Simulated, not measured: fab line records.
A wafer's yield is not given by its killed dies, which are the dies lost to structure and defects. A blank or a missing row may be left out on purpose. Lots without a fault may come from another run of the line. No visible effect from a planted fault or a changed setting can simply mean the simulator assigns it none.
The tool behind it: which one? :: flow sky130 :: 10 lots, 30 wafers sampled, at 6 steps of a route of 708

## WHAT EACH GAUGE READ, for each wafer
SKY_VIA1_CD_MEAS_12: target cd 150 nm.
lot: L966
measured: day 34 09:00
on: cdSem-01
cdNm (nm): 148.5 149.3 149.7

lot: L967
measured: day 34 17:28
on: cdSem-02
cdNm (nm): 146.5 147.4 145.8

lot: L968
measured: day 34 22:50
on: cdSem-01
cdNm (nm): 148.3 147.4 146.7

lot: L976
measured: day 37 13:42
on: cdSem-01
cdNm (nm): 148.9 149.4 148.0

lot: L977
measured: day 38 05:56
on: cdSem-01
cdNm (nm): 150.4 151.0 148.5

lot: L981
measured: day 39 09:24
on: cdSem-02
cdNm (nm): 149.5 149.3 148.9

lot: L983
measured: day 39 16:46
on: cdSem-01
cdNm (nm): 149.8 148.4 149.5

lot: L984
measured: day 40 03:45
on: cdSem-01
cdNm (nm): 148.7 148.2 148.9

lot: L985
measured: day 40 16:07
on: cdSem-01
cdNm (nm): 150.0 148.9 147.7

lot: L988
measured: day 40 21:23
on: cdSem-02
cdNm (nm): 150.3 150.7 150.6

SKY_VIA1_RS_MEAS_22: measures by four-point-probe.
lot: L966
measured: day 34 10:02
on: filmMetro-04
VIA1_W_RS (ohm/sq): 0.426 0.427 0.428

lot: L967
measured: day 34 18:28
on: filmMetro-02
VIA1_W_RS (ohm/sq): 0.439 0.430 0.437

lot: L968
measured: day 34 23:52
on: filmMetro-02
VIA1_W_RS (ohm/sq): 0.427 0.430 0.423

lot: L976
measured: day 37 14:41
on: filmMetro-04
VIA1_W_RS (ohm/sq): 0.426 0.424 0.431

lot: L977
measured: day 38 06:59
on: filmMetro-03
VIA1_W_RS (ohm/sq): 0.429 0.427 0.429

lot: L981
measured: day 39 10:29
on: filmMetro-04
VIA1_W_RS (ohm/sq): 0.425 0.418 0.417

lot: L983
measured: day 39 17:46
on: filmMetro-02
VIA1_W_RS (ohm/sq): 0.331 0.331 0.431 0.332 0.331 0.431

lot: L984
measured: day 40 04:46
on: filmMetro-03
VIA1_W_RS (ohm/sq): 0.422 0.420 0.417

lot: L985
measured: day 40 17:09
on: filmMetro-04
VIA1_W_RS (ohm/sq): 0.429 0.330 0.430 0.431 0.330 0.430

lot: L988
measured: day 40 22:22
on: filmMetro-04
VIA1_W_RS (ohm/sq): 0.430 0.424 0.426

SKY_VIA1_THK_MEAS_23: measures by xrf.
lot: L966
measured: day 34 10:09
on: filmMetro-04
VIA1_W_THK (nm): 276 276 274

lot: L967
measured: day 34 18:33
on: filmMetro-02
VIA1_W_THK (nm): 264 269 264

lot: L968
measured: day 34 23:59
on: filmMetro-02
VIA1_W_THK (nm): 271 269 274

lot: L976
measured: day 37 14:47
on: filmMetro-04
VIA1_W_THK (nm): 277 278 273

lot: L977
measured: day 38 07:07
on: filmMetro-03
VIA1_W_THK (nm): 272 272 270

lot: L981
measured: day 39 10:35
on: filmMetro-04
VIA1_W_THK (nm): 274 279 280

lot: L983
measured: day 39 20:31
on: filmMetro-02
VIA1_W_THK (nm): 353 350 270 350 351 269

lot: L984
measured: day 40 04:52
on: filmMetro-03
VIA1_W_THK (nm): 273 276 276

lot: L985
measured: day 40 19:19
on: filmMetro-04
VIA1_W_THK (nm): 274 358 274 274 358 274

lot: L988
measured: day 40 22:29
on: filmMetro-04
VIA1_W_THK (nm): 273 278 276

## TOOL THAT RAN EACH LOT (tool first, then ch and the chambers of the sampled wafers, then the start)
lot: L966
SKY_VIA1_STRIP_16: plasmaAsher-01 ch 0,1, day 34 09:15
SKY_VIA1_SPUTTER_20: pvdSputter-01, day 34 09:53
SKY_VIA1_CVD_21: cvdW-02 ch 0,1, day 34 09:56

lot: L967
SKY_VIA1_STRIP_16: plasmaAsher-01 ch 0,1, day 34 17:41
SKY_VIA1_SPUTTER_20: pvdSputter-02, day 34 18:14
SKY_VIA1_CVD_21: cvdW-01 ch 0,1, day 34 18:20

lot: L968
SKY_VIA1_STRIP_16: plasmaAsher-02 ch 0,1, day 34 23:05
SKY_VIA1_SPUTTER_20: pvdSputter-01, day 34 23:43
SKY_VIA1_CVD_21: cvdW-02 ch 0,1, day 34 23:46

lot: L976
SKY_VIA1_STRIP_16: plasmaAsher-02 ch 0,1, day 37 13:56
SKY_VIA1_SPUTTER_20: pvdSputter-03, day 37 14:30
SKY_VIA1_CVD_21: cvdW-02 ch 0,1, day 37 14:35

lot: L977
SKY_VIA1_STRIP_16: plasmaAsher-04 ch 0,1, day 38 06:11
SKY_VIA1_SPUTTER_20: pvdSputter-03, day 38 06:50
SKY_VIA1_CVD_21: cvdW-02 ch 0,1, day 38 06:54

lot: L981
SKY_VIA1_STRIP_16: plasmaAsher-04 ch 0, day 39 09:37
SKY_VIA1_SPUTTER_20: pvdSputter-03, day 39 10:13
SKY_VIA1_CVD_21: cvdW-01 ch 0,1, day 39 10:17

lot: L983
SKY_VIA1_STRIP_16: plasmaAsher-02 ch 0,1, day 39 16:59
SKY_VIA1_SPUTTER_20: pvdSputter-02, day 39 17:33
SKY_VIA1_CVD_21: cvdW-02 ch 0,1, day 39 17:38

lot: L984
SKY_VIA1_STRIP_16: plasmaAsher-04 ch 0,1, day 40 03:59
SKY_VIA1_SPUTTER_20: pvdSputter-02, day 40 04:35
SKY_VIA1_CVD_21: cvdW-01 ch 0,1, day 40 04:40

lot: L985
SKY_VIA1_STRIP_16: plasmaAsher-01 ch 0,1, day 40 16:22
SKY_VIA1_SPUTTER_20: pvdSputter-03, day 40 16:58
SKY_VIA1_CVD_21: cvdW-02 ch 0,1, day 40 17:03

lot: L988
SKY_VIA1_STRIP_16: plasmaAsher-04 ch 0,1, day 40 21:36
SKY_VIA1_SPUTTER_20: pvdSputter-01, day 40 22:12
SKY_VIA1_CVD_21: cvdW-01 ch 0,1, day 40 22:16
- SKY_VIA1_STRIP_16: strips in O2/N2.
- SKY_VIA1_SPUTTER_20: material TiN, target thk 20 nm, time 80 s.
- SKY_VIA1_CVD_21: deposits W, target thk 270 nm, time 80.902 s.

## WHAT THE TOOLS THEMSELVES READ (means of the sampled wafers that have a number; where no wafer has one, the mark that the record gives instead)
SKY_VIA1_STRIP_16.
lot: L966
tool: plasmaAsher-01
drypumpMotorCurrentA (A): 6.1
oesProductAu (a.u.): 0.415
stripTimeToEndpointS (s): 4.494

lot: L967
tool: plasmaAsher-01
drypumpMotorCurrentA (A): 6.1
oesProductAu (a.u.): 0.412
stripTimeToEndpointS (s): 4.447

lot: L968
tool: plasmaAsher-02
drypumpMotorCurrentA (A): 5.2
oesProductAu (a.u.): 0.419
stripTimeToEndpointS (s): 4.480

lot: L976
tool: plasmaAsher-02
drypumpMotorCurrentA (A): 5.1
oesProductAu (a.u.): 0.417
stripTimeToEndpointS (s): 4.484

lot: L977
tool: plasmaAsher-04
drypumpMotorCurrentA (A): 6.0
oesProductAu (a.u.): 0.417
stripTimeToEndpointS (s): 4.464

lot: L981
tool: plasmaAsher-04
drypumpMotorCurrentA (A): 5.7
oesProductAu (a.u.): 0.413
stripTimeToEndpointS (s): 4.468

lot: L983
tool: plasmaAsher-02
drypumpMotorCurrentA (A): 5.2
oesProductAu (a.u.): 0.414
stripTimeToEndpointS (s): 4.483

lot: L984
tool: plasmaAsher-04
drypumpMotorCurrentA (A): 5.8
oesProductAu (a.u.): 0.415
stripTimeToEndpointS (s): 4.483

lot: L985
tool: plasmaAsher-01
drypumpMotorCurrentA (A): 6.1
oesProductAu (a.u.): 0.416
stripTimeToEndpointS (s): 4.465

lot: L988
tool: plasmaAsher-04
drypumpMotorCurrentA (A): 6.0
oesProductAu (a.u.): 0.416
stripTimeToEndpointS (s): 4.465

SKY_VIA1_SPUTTER_20.
lot: L966
tool: pvdSputter-01
throttleValvePct (%): 29.1

lot: L967
tool: pvdSputter-02
throttleValvePct (%): 30.1

lot: L968
tool: pvdSputter-01
throttleValvePct (%): 29.6

lot: L976
tool: pvdSputter-03
throttleValvePct (%): 30.0

lot: L977
tool: pvdSputter-03
throttleValvePct (%): 29.3

lot: L981
tool: pvdSputter-03
throttleValvePct (%): 29.3

lot: L983
tool: pvdSputter-02
throttleValvePct (%): 29.9

lot: L984
tool: pvdSputter-02
throttleValvePct (%): 30.3

lot: L985
tool: pvdSputter-03
throttleValvePct (%): 29.2

lot: L988
tool: pvdSputter-01
throttleValvePct (%): 29.7

SKY_VIA1_CVD_21.
lot: L966
tool: cvdW-02
heaterPowerW (W): 792

lot: L967
tool: cvdW-01
heaterPowerW (W): 732

lot: L968
tool: cvdW-02
heaterPowerW (W): 791

lot: L976
tool: cvdW-02
heaterPowerW (W): 803

lot: L977
tool: cvdW-02
heaterPowerW (W): 796

lot: L981
tool: cvdW-01
heaterPowerW (W): 760

lot: L983
tool: cvdW-02
heaterPowerW (W): 784

lot: L984
tool: cvdW-01
heaterPowerW (W): 769

lot: L985
tool: cvdW-02
heaterPowerW (W): 802

lot: L988
tool: cvdW-01
heaterPowerW (W): 769

## THE ANSWER, worked out from the rows above alone
Rule: what is usual is taken from the lots themselves. The widest of any qualifying gaps counts: lots, ordered by their means at a reading, are off when they make up no more than a third of the lots, leave a main group of 4 or more, and stand apart from it by 3 or more times the standard deviation of that group's means. A main group is skipped when, at the precision printed for the reading in the tables above, its means are all equal. Also off: a lot with no number at a reading for which 4 or more lots have one. All remaining lots with rows at the step are treated as sound. The gauges are gone through in route order, then the tools' own readings, and for those a lot's mean is taken as printed above. The first step at which some lot is off is used, and at that step the reading that is off furthest; a lot without a number counts as furthest.
Off: at SKY_VIA1_RS_MEAS_22 (VIA1_W_RS), L983, L985. The main group: mean 0.426 ohm/sq, standard deviation 0.0046.
If a tool, at a process step before that reading, ran all the lots that are off and no sound lot after the first of them, it fits. Those tools and the gauges at SKY_VIA1_RS_MEAS_22 are tried in the same way. One candidate fits, namely cvdW-02 at SKY_VIA1_CVD_21. Its last sound lot is L977 (day 38 06:54), its first lot that is off L983 (day 39 17:38): a fault that began between those two fits.

## WHAT THE SIMULATOR HAD INSERTED
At SKY_VIA1_CVD_21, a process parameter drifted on cvdW-02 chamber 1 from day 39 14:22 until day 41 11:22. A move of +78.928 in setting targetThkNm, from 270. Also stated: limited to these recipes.
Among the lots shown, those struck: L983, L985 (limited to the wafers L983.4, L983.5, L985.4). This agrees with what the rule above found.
